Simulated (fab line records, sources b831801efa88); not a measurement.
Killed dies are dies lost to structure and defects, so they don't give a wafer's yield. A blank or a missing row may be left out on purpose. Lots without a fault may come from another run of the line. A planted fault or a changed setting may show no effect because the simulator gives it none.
Which tool did it? | flow gf180mcu | 11 lots, 33 wafers sampled, at 6 steps of a route of 602

WHAT THE GAUGES READ, wafer by wafer
GF_M4_THK_MEAS_06: measures by xrf.
lot  | measured     | on            | M4_ALCU_THK (nm)
L387 | day 22 16:46 | film_metro-04 | 463 456 460
L386 | day 22 21:48 | film_metro-04 | 456 462 467
L392 | day 24 10:35 | film_metro-04 | 456 452 455
L393 | day 24 20:45 | film_metro-04 | 450 454 461
L398 | day 26 04:31 | film_metro-04 | 455 446 448
L400 | day 27 07:26 | film_metro-01 | 454 459 457
L402 | day 27 18:41 | film_metro-03 | 442 447 446
L404 | day 29 03:30 | film_metro-01 | 456 461 455
L405 | day 29 03:56 | film_metro-04 | 465 453 459
L407 | day 29 12:43 | film_metro-04 | 443 446 444
L409 | day 30 06:08 | film_metro-04 | 453 459 451

GF_MIM_RS_MEAS_10: measures by four-point-probe.
lot  | measured     | on            | MIM_ALCU_RS (ohm/sq)
L387 | day 24 16:31 | film_metro-02 | 0.1585 0.1606 0.1578
L386 | day 24 22:12 | film_metro-04 | 0.1584 0.1587 0.1580
L392 | day 26 08:58 | film_metro-01 | 0.1602 0.1467 0.1601
L393 | day 26 18:25 | film_metro-01 | 0.1557 0.1580 0.1437
L398 | day 28 01:08 | film_metro-01 | 0.1602 0.1615 0.1632
L400 | day 29 01:55 | film_metro-04 | 0.1604 0.1584 0.1601
L402 | day 29 13:11 | film_metro-04 | 0.1569 0.1576 0.1569
L404 | day 30 20:50 | film_metro-01 | 0.1623 0.1606 0.1638
L405 | day 30 20:04 | film_metro-04 | 0.1592 0.1608 0.1615
L407 | day 31 05:01 | film_metro-01 | 0.1610 0.1591 0.1607
L409 | day 31 20:58 | film_metro-02 | 0.1611 0.1603 0.1624

GF_MIM_THK_MEAS_11: measures by xrf.
lot  | measured     | on            | MIM_ALCU_THK (nm)
L387 | day 24 16:37 | film_metro-02 | 202.7 200.6 205.6
L386 | day 24 22:19 | film_metro-04 | 204.7 204.2 205.3
L392 | day 26 09:05 | film_metro-01 | 200.5 216.9 200.7
L393 | day 26 18:32 | film_metro-01 | 205.8 203.4 221.1
L398 | day 28 01:15 | film_metro-01 | 200.6 199.4 198.3
L400 | day 29 02:02 | film_metro-04 | 201.1 203.7 200.5
L402 | day 29 13:18 | film_metro-04 | 204.6 205.0 204.6
L404 | day 30 20:58 | film_metro-01 | 198.2 199.6 196.5
L405 | day 30 20:11 | film_metro-04 | 201.6 200.7 199.5
L407 | day 31 05:07 | film_metro-01 | 201.2 204.4 200.0
L409 | day 31 21:05 | film_metro-02 | 200.1 201.4 198.7

WHICH TOOL RAN EACH LOT (tool, then ch and the chambers of the sampled wafers, then the start)
lot  | GF_V4_CVD_02                    | GF_MIM_SPUTTER_03            | GF_MIM_SPUTTER_08
L387 | pecvd-04 ch 0,1,2, day 23 15:57 | pvd_sputter-03, day 24 16:12 | pvd_sputter-01, day 24 16:24
L386 | pecvd-03 ch 0,1,2, day 23 21:45 | pvd_sputter-01, day 24 21:57 | pvd_sputter-02, day 24 22:09
L392 | pecvd-04 ch 1,2, day 25 08:55   | pvd_sputter-02, day 26 08:43 | pvd_sputter-01, day 26 08:55
L393 | pecvd-03 ch 0,1,2, day 25 19:14 | pvd_sputter-03, day 26 18:10 | pvd_sputter-01, day 26 18:22
L398 | pecvd-03 ch 0,1,2, day 27 02:21 | pvd_sputter-01, day 28 00:52 | pvd_sputter-03, day 28 01:04
L400 | pecvd-04 ch 0,2, day 28 04:01   | pvd_sputter-01, day 29 01:39 | pvd_sputter-03, day 29 01:51
L402 | pecvd-04 ch 1,2, day 28 14:55   | pvd_sputter-03, day 29 12:56 | pvd_sputter-01, day 29 13:08
L404 | pecvd-01 ch 0,1,2, day 29 23:52 | pvd_sputter-02, day 30 20:34 | pvd_sputter-01, day 30 20:47
L405 | pecvd-03 ch 0,1,2, day 29 23:37 | pvd_sputter-03, day 30 19:49 | pvd_sputter-01, day 30 20:01
L407 | pecvd-01 ch 0,1,2, day 30 08:42 | pvd_sputter-01, day 31 04:42 | pvd_sputter-03, day 31 04:56
L409 | pecvd-04 ch 0,1, day 31 01:09   | pvd_sputter-03, day 31 20:42 | pvd_sputter-02, day 31 20:54
- GF_V4_CVD_02: deposits SiO2 from TEOS, target thk 850 nm, time 94.851 s.
- GF_MIM_SPUTTER_03: material Ti, target thk 10 nm, time 6.7 s.
- GF_MIM_SPUTTER_08: material AlCu, target thk 200 nm, time 10.6 s.

WHAT THE TOOLS THEMSELVES READ (means of the sampled wafers that have a number; where no wafer has one, the mark that the record gives instead)
GF_V4_CVD_02.
lot  | tool     | heater_power_w (W)
L387 | pecvd-04 | 605
L386 | pecvd-03 | 688
L392 | pecvd-04 | 604
L393 | pecvd-03 | 643
L398 | pecvd-03 | 677
L400 | pecvd-04 | 646
L402 | pecvd-04 | 685
L404 | pecvd-01 | 566
L405 | pecvd-03 | 660
L407 | pecvd-01 | 558
L409 | pecvd-04 | 621

GF_MIM_SPUTTER_03.
lot  | tool           | cathode_dc_power_W (W) | throttle_valve_pct (%)
L387 | pvd_sputter-03 | 3000.0                 | 29.5
L386 | pvd_sputter-01 | 3000.2                 | 32.9
L392 | pvd_sputter-02 | 3000.4                 | 29.8
L393 | pvd_sputter-03 | 2999.5                 | 28.8
L398 | pvd_sputter-01 | 3000.4                 | 31.5
L400 | pvd_sputter-01 | 3000.5                 | 32.0
L402 | pvd_sputter-03 | 2999.7                 | 30.0
L404 | pvd_sputter-02 | 2999.8                 | 29.9
L405 | pvd_sputter-03 | 3000.3                 | 30.1
L407 | pvd_sputter-01 | 2999.8                 | 32.5
L409 | pvd_sputter-03 | 2999.6                 | 30.2

GF_MIM_SPUTTER_08.
lot  | tool           | cathode_dc_power_W (W) | throttle_valve_pct (%)
L387 | pvd_sputter-01 | 10602                  | 30.8
L386 | pvd_sputter-02 | 10601                  | 29.8
L392 | pvd_sputter-01 | 10918                  | 30.6
L393 | pvd_sputter-01 | 10919                  | 31.1
L398 | pvd_sputter-03 | 10602                  | 29.6
L400 | pvd_sputter-03 | 10599                  | 29.6
L402 | pvd_sputter-01 | 10598                  | 31.1
L404 | pvd_sputter-01 | 10600                  | 31.0
L405 | pvd_sputter-01 | 10599                  | 31.6
L407 | pvd_sputter-03 | 10601                  | 29.4
L409 | pvd_sputter-02 | 10599                  | 29.8

THE ANSWER, worked out from the rows above alone
Rule: what is usual is taken from the lots themselves. Put in order of their means at a reading, lots are off if they are a third of the lots or fewer, leave a main group of 4 or more, and stand apart from it by a gap of 3 or more times the standard deviation of the main group's means; of several such gaps the widest counts. A main group whose means are all the same, to the digits that the tables above print for the reading, isn't used. A lot without any number at a reading at which 4 lots or more have one is off too. The other lots that the step has rows for count as sound. The gauges are gone through in route order, then the tools' own readings, and for those a lot's mean is taken as printed above. The first step at which some lot is off is used, and at that step the reading that is off furthest; a lot without a number counts as furthest.
Off: L392, L393, at GF_MIM_SPUTTER_08 (cathode_dc_power_W). The main group: mean 10600 W, standard deviation 1.4.
A tool fits if, at that step or a process step before it, it ran every lot that is off, and no sound lot after the first of them. None of those tried fits.

WHAT THE SIMULATOR HAD PUT IN
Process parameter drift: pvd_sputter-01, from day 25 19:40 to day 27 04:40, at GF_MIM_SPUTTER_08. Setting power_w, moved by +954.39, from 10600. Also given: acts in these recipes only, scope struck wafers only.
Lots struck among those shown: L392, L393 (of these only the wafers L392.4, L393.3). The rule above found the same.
